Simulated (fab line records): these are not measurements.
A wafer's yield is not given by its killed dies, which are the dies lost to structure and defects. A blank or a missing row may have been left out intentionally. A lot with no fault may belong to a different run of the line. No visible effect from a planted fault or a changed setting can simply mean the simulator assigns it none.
Split-lot study	flow sky130	5 lots, 23 wafers read, on a route of 708 steps

== ON THE SPLIT ==
At SKY_VIA2_CMP_02 (polishes SiO2), the setting leave above ref nm was moved away from the recipe's 495 nm on 10 of the 23 wafers read, by -3.2% to +7.4%. For the rest of the wafers, this setting stayed at what the recipe calls for.

Reading taken at the split's own step.

== THE READING ==
SiO2_of_VIA2_HDPCVD_00.thk nm (the simulator's own value, which no gauge read), in nm, at SKY_VIA2_CMP_02 (polishes SiO2). The file gives no usual value for it. Here, 13 wafers ran the recipe; their average is 495.5 nm with a standard deviation of 1 nm.

wafer	tool, chamber at the split	leave above ref nm as run, nm	against the recipe	SiO2_of_VIA2_HDPCVD_00.thk nm, nm	against lot-mates on the recipe
L074.4	cmp-02, 2	495	recipe	494.7	-
L074.2	cmp-02, 3	495	recipe	497.5	-
L074.5	cmp-02, 1	495	recipe	495.9	-
L076.4	cmp-02, 3	505.3	+2.1%	505.6	+10.7
L076.6	cmp-02, 3	505.3	+2.1%	505.6	+10.7
L076.1	cmp-02, 0	505.3	+2.1%	506.5	+11.6
L076.2	cmp-02, 2	495	recipe	495.3	-
L076.5	cmp-02, 0	495	recipe	494.5	-
L081.3	cmp-01, 0	495	recipe	494.3	-
L081.2	cmp-01, 1	495	recipe	497.2	-
L081.1	cmp-01, 3	531.5	+7.4%	531.9	+36.3
L081.5	cmp-01, 0	495	recipe	495.3	-
L081.6	cmp-01, 1	531.5	+7.4%	533	+37.4
L083.2	cmp-02, 1	495	recipe	494.4	-
L083.1	cmp-02, 2	530.4	+7.2%	531	+36.1
L083.3	cmp-02, 3	495	recipe	495.7	-
L083.4	cmp-02, 0	495	recipe	494.7	-
L083.6	cmp-02, 2	530.4	+7.2%	529.2	+34.3
L085.1	cmp-02, 1	479.2	-3.2%	478.2	-17.5
L085.4	cmp-02, 2	479.2	-3.2%	480.4	-15.3
L085.2	cmp-02, 3	479.2	-3.2%	479.9	-15.8
L085.6	cmp-02, 0	495	recipe	496.3	-
L085.5	cmp-02, 1	495	recipe	495.1	-

THE FIT
A straight line over all 23 wafers: SiO2_of_VIA2_HDPCVD_00.thk nm changes by +4.95 nm for each +1% of leave above ref nm; r = +1.00; the points scatter about the line by 0.98 nm.
The same after taking each lot's own level away (the mean of its wafers on the recipe; 23 wafers): +4.99 nm for each +1%; r = +1.00; scatter 0.92 nm.
On that fit, the largest move of leave above ref nm shifts the reading by 37 nm.
The lots' own levels span 494.90 to 496.03 nm, that is 1.1 times the standard deviation above.
Consequently the slope shifts little with the lot-to-lot level, the two slopes agreeing.
Check: for one of the wafers moved furthest among these (+7.4%), held out of the fit, the line's prediction against its lot-mates is +36.9 nm. It came out at +36.3 nm against them.

== THESE WAFERS: OTHER SPLITS ==
These wafers also went through other splits before the reading. Each is held against what the fit with the lots' levels taken away leaves over:
other split on the same wafers	wafers away from the commonest value	r with SiO2_of_VIA2_HDPCVD_00.thk nm (lot level and that fit taken away)
SKY_LOCAL_INTERCONNECT_DEVELOP_10 develop time s	4	-0.02
SKY_CONTACT_HDPCVD_02 time s	6	-0.17
SKY_CONTACT_COAT_09 resist thk nm	5	+0.36
SKY_CONTACT_EXPOSE_11 dose mj	9	-0.08
SKY_CONTACT_SPUTTER_23 power w	9	+0.09
SKY_METAL1_SPUTTER_00 time s	7	-0.18
SKY_VIA1_CMP_02 leave above ref nm	9	-0.06
SKY_VIA1_DEVELOP_11 dev temp c	7	+0.07
SKY_VIA1_SPUTTER_20 chamber pressure pa	10	-0.08
SKY_METAL2_SPUTTER_04 time s	11	-0.05

== FILE'S OWN FIT ==
SiO2_of_VIA2_HDPCVD_00.thk nm changes by +4.98 nm for each +1% of leave above ref nm, r = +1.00.
